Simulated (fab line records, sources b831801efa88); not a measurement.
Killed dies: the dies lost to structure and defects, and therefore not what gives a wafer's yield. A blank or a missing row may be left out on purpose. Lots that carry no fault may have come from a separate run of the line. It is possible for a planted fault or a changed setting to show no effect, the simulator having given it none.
What tool caused it? + flow sky130 + 9 lots with 27 wafers sampled at 3 steps, on a route of 708 steps

## WHAT EACH GAUGE READ, for each wafer
SKY_VT_ADJUST_NCORE_CD_MEAS_07: target cd 380 nm.
| lot  | measured     | on       | cdNm (nm)         |
|------|--------------|----------|-------------------|
| L883 | day 11 00:16 | cdSem-01 | 377.6 378.4 378.2 |
| L886 | day 11 11:38 | cdSem-02 | - - -             |
| L895 | day 13 17:26 | cdSem-01 | 381.5 382.7 380.0 |
| L896 | day 14 12:17 | cdSem-01 | 378.7 377.1 379.4 |
| L897 | day 14 10:08 | cdSem-01 | 381.8 382.4 382.6 |
| L898 | day 14 18:11 | cdSem-01 | 377.2 378.1 378.5 |
| L899 | day 14 18:35 | cdSem-01 | 377.0 380.3 379.0 |
| L901 | day 15 04:54 | cdSem-01 | 380.6 378.1 379.9 |
| L902 | day 15 11:02 | cdSem-02 | 376.7 378.6 376.6 |

## WHAT TOOL EACH LOT RAN ON (gives the tool, then ch and the chambers of the sampled wafers, and finally the start)
| lot  | SKY_FIELD_ISO_STRIP_16             | SKY_VT_ADJUST_NCORE_EXPOSE_04      |
|------|------------------------------------|------------------------------------|
| L883 | plasmaAsher-01 ch 0,1, day 3 06:43 | ilineStepper-01 ch 0, day 10 13:18 |
| L886 | plasmaAsher-03 ch 0, day 3 22:08   | ilineStepper-01 ch 0, day 11 00:10 |
| L895 | plasmaAsher-03 ch 0,1, day 5 16:05 | ilineStepper-02 ch 0, day 13 05:08 |
| L896 | plasmaAsher-01 ch 0, day 5 20:31   | ilineStepper-02 ch 0, day 13 23:19 |
| L897 | plasmaAsher-01 ch 0,1, day 6 01:28 | ilineStepper-01 ch 0, day 13 20:45 |
| L898 | plasmaAsher-01 ch 0,1, day 6 08:50 | ilineStepper-01 ch 0, day 14 05:20 |
| L899 | plasmaAsher-03 ch 0,1, day 6 15:31 | ilineStepper-01 ch 0, day 14 06:02 |
| L901 | plasmaAsher-01 ch 0,1, day 7 00:32 | ilineStepper-01 ch 0, day 14 16:14 |
| L902 | plasmaAsher-03 ch 0,1, day 7 09:04 | ilineStepper-01 ch 0, day 14 21:43 |
- SKY_FIELD_ISO_STRIP_16: strips in O2/N2.
- SKY_VT_ADJUST_NCORE_EXPOSE_04: exposes mask LVTN COMPLEMENT THIN, target cd 380 nm.

## THE ANSWER, worked out from the rows above alone
Rule: what is usual is taken from the lots themselves. The widest of any qualifying gaps counts: lots, ordered by their means at a reading, are off when they make up no more than a third of the lots, leave a main group of 4 or more, and stand apart from it by 3 or more times the standard deviation of that group's means. If all means in a main group match to the digits the tables above print for the reading, that group is not used. Also off: a lot with no number at a reading for which 4 or more lots have one. All remaining lots with rows at the step are treated as sound.
Off: L886, at SKY_VT_ADJUST_NCORE_CD_MEAS_07 (cdNm). Without a number there: L886. For the main group the mean is 379.2 nm and the standard deviation 1.6.
A tool fits if, at a process step before that reading, it ran every lot that is off, and no sound lot after the first of them. Those tools and the gauges at SKY_VT_ADJUST_NCORE_CD_MEAS_07 are tried in the same way. No candidate that was tried fits.

## WHAT HAD BEEN PUT IN BY THE SIMULATOR
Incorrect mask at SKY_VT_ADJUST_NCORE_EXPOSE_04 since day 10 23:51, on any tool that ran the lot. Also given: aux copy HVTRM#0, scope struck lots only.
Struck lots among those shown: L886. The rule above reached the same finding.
